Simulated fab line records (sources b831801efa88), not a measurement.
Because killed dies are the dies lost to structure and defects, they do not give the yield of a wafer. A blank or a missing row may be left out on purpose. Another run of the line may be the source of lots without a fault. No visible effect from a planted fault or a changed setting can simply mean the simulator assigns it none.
Struck lot and sound lot, side by side | flow sky130 | 43 out of 708 route steps
Sound: these wafers, L256.2, L256.3, L256.5. Struck: wafer L269.4 (left out: L269.3, L269.6 of the same lot, which were not struck); the cause appears at the end.
At each step with rows: each side's tool, then ch and its chambers, then its first start. Under that, the readings that differ: sound wafers | struck wafers | difference of the means | sigmas: that difference in standard deviations of wafers without a fault.
alike: same words and numbers on both sides, and readings whose means sit less than 2 such deviations apart. not compared: any withheld reading, any reading some wafer has no value for, any bound like >300 that may hide the same value, and any number with overlapping values for which the record gives no deviation.
The two part at a step that has a row with sigmas, a row that says differs or no value, or rows on one side only. When numbers do not overlap yet have no deviation, they are printed without sigmas and do not part them. Lack of a reading on every wafer of one side parts them only where that side has two or more wafers.

first, 5 steps without rows for these wafers: SKY_VIA4_COAT_06 (resist thk 1140 nm); SKY_VIA4_SOFTBAKE_07 (time 60 s); SKY_VIA4_EXPOSE_08 (exposes mask VIM4, target cd 800 nm); SKY_VIA4_PEB_09; SKY_VIA4_DEVELOP_10 (develop time 60 s).
SKY_VIA4_OVL_MEAS_11:
  struck on overlay-02, day 48 00:47; sound on overlay-02, day 45 00:50
  reading       | sound        | struck | difference | sigmas
  VIA4_OVL (nm) | 1.9 -0.3 2.2 | -2.5   | -3.8       | -3
then, 6 steps without rows for these wafers: SKY_VIA4_ETCH_12 (etches SiO2 in C4F8/O2/Ar, stops on TiN, target depth 580 nm); SKY_VIA4_STRIP_13 (strips in O2/N2); SKY_VIA4_STRIP_14 (strips in post etch residue remover, time 1200 s); SKY_VIA4_CLEAN_15 (cleans in IPA, time 180 s); SKY_VIA4_CLEAN_16 (cleans in O3/DIW); SKY_VIA4_SPUTTER_17 (material TiN, target thk 20 nm, time 80 s).
SKY_VIA4_CVD_18: deposits W, target thk 505 nm, time 152.14 s.
  sound on cvd_w-02 ch 0,1, day 45 01:35; struck on cvd_w-02 ch 0, day 48 01:37
  alike: chamber_pressure_Torr, heater_power_w
SKY_VIA4_RS_MEAS_19: uses a four-point probe to measure.
  struck on film_metro-03, day 48 01:46; sound on film_metro-03, day 45 01:45
  alike: VIA4_W_RS
SKY_VIA4_THK_MEAS_20: measures by xrf.
  struck on film_metro-03, day 48 01:52; sound on film_metro-03, day 45 01:52
  alike: VIA4_W_THK
SKY_VIA4_CMP_21: polishes, stops on SiO2, t overpolish 25 s, target thk 0 nm.
  sound on cmp-02 ch 1,2,3, day 45 01:57; struck on cmp-02 ch 0, day 48 02:00
  alike: motor_current_A, overpolish_run_s, retaining_ring_pressure_frac, time_to_endpoint_s
then, 2 steps without rows for these wafers: SKY_METAL5_SPUTTER_00 (material Ti, target thk 15 nm, time 10 s); SKY_METAL5_SPUTTER_01 (material TiN, target thk 20 nm, time 16.7 s).
SKY_METAL5_SPUTTER_02: material AlCu, target thk 1150 nm, time 61.2 s.
  struck on pvd_sputter-03, day 48 02:15; sound on pvd_sputter-03, day 45 02:18
  alike: throttle_valve_pct
then, 1 step without rows for these wafers: SKY_METAL5_SPUTTER_03 (material Ti, target thk 5 nm, time 3.3 s).
SKY_METAL5_SPUTTER_04: material TiN, target thk 70 nm, time 58.3 s.
  struck on pvd_sputter-03, day 48 02:19; sound on pvd_sputter-03, day 45 02:22
  alike: throttle_valve_pct
SKY_METAL5_RS_MEAS_05: uses a four-point probe to measure.
  struck on film_metro-04, day 48 02:25; sound on film_metro-01, day 45 02:26
  alike: METAL5_ALCU_RS
SKY_METAL5_THK_MEAS_06: measures by xrf.
  struck on film_metro-04, day 48 02:31; sound on film_metro-01, day 45 02:33
  alike: METAL5_ALCU_THK
then, 8 steps without rows for these wafers: SKY_METAL5_DEHYDRATE_07 (time 60 s); SKY_METAL5_HMDS_08 (prime time 60 s); SKY_METAL5_COAT_09 (resist thk 1800 nm); SKY_METAL5_SOFTBAKE_10 (time 60 s); SKY_METAL5_EXPOSE_11 (exposes mask MM5, target cd 1600 nm); SKY_METAL5_PEB_12; SKY_METAL5_DEVELOP_13 (develop time 60 s); SKY_METAL5_DESCUM_14 (chemistry O2, time 11 s).
SKY_METAL5_METAL_ETCH_15: etches the open film in Cl2/BCl3, stops on SiO2, target depth 1260 nm, time 252 s.
  sound on rie_metal-02 ch 0,1, day 45 23:42; struck on rie_metal-02 ch 0, day 48 21:23
  reading            | sound             | struck | difference | sigmas
  rf_fwd_power_W (W) | 894.6 895.9 893.6 | 901.5  | +6.8       | +2
  alike: drypump_motor_current_A, oes_product_au, throttle_valve_pct
  not compared: rf_hours_counter_h
then, 4 steps without rows for these wafers: SKY_METAL5_STRIP_16 (strips in O2/N2); SKY_METAL5_STRIP_17 (strips in post etch residue remover, time 1200 s); SKY_METAL5_CLEAN_18 (cleans in IPA, time 180 s); SKY_METAL5_CLEAN_19 (cleans in O3/DIW).
SKY_PASSIVATION_CVD_00: deposits SiO2, target thk 90 nm.
  sound on pecvd-01 ch 1,2, day 46 00:31; struck on pecvd-01 ch 2, day 48 22:08
  alike: heater_power_w, rf_fwd_power_W
SKY_PASSIVATION_THK_MEAS_01:
  struck on film_metro-01, day 48 22:11; sound on film_metro-03, day 46 00:34
  alike: PASSIVATION_CVD_00_THK
then, 1 step without rows for these wafers: SKY_PASSIVATION_CVD_02 (deposits Si3N4, target thk 540 nm).
SKY_PASSIVATION_THK_MEAS_03:
  struck on film_metro-02, day 48 22:28; sound on film_metro-02, day 46 00:50
  alike: PASSIVATION_CVD_02_THK
then, 2 steps without rows for these wafers: SKY_PASSIVATION_DEHYDRATE_04 (time 60 s); SKY_PASSIVATION_HMDS_05 (prime time 60 s).
SKY_PAD_OPEN_PROBE_99:
  struck on prober-01, day 50 11:27; sound on prober-01, day 47 21:41
  reading                               | sound            | struck | difference | sigmas
  killed_at_M4_up                       | 3 1 5            | 28     | +25        | +13
  model.etest.tester.sort_n_pass        | 401 412 400      | 391    | -13        |
  model.etest.tester.sort_yield_pct (%) | 81.5 83.74 81.3  | 79.47  | -2.71      |
  model.etest.tester.sort_bin_5_pct (%) | 9.553 7.52 9.756 | 11.59  | +2.65      |
  alike: defect_limited_yield, killed_at_M0_to_M3, killed_at_contacts, killed_at_front_end, killed_at_other, killed_dies, killed_open, killed_short, sort_bin_3_pad_short, sort_bin_5_function, sort_bin_6_memory, sort_n_pass, sort_yield_pct

## WHERE THEY PART
At SKY_VIA4_OVL_MEAS_11 first; at SKY_PAD_OPEN_PROBE_99 last (within this record only).

WHY: whatever the simulator had introduced
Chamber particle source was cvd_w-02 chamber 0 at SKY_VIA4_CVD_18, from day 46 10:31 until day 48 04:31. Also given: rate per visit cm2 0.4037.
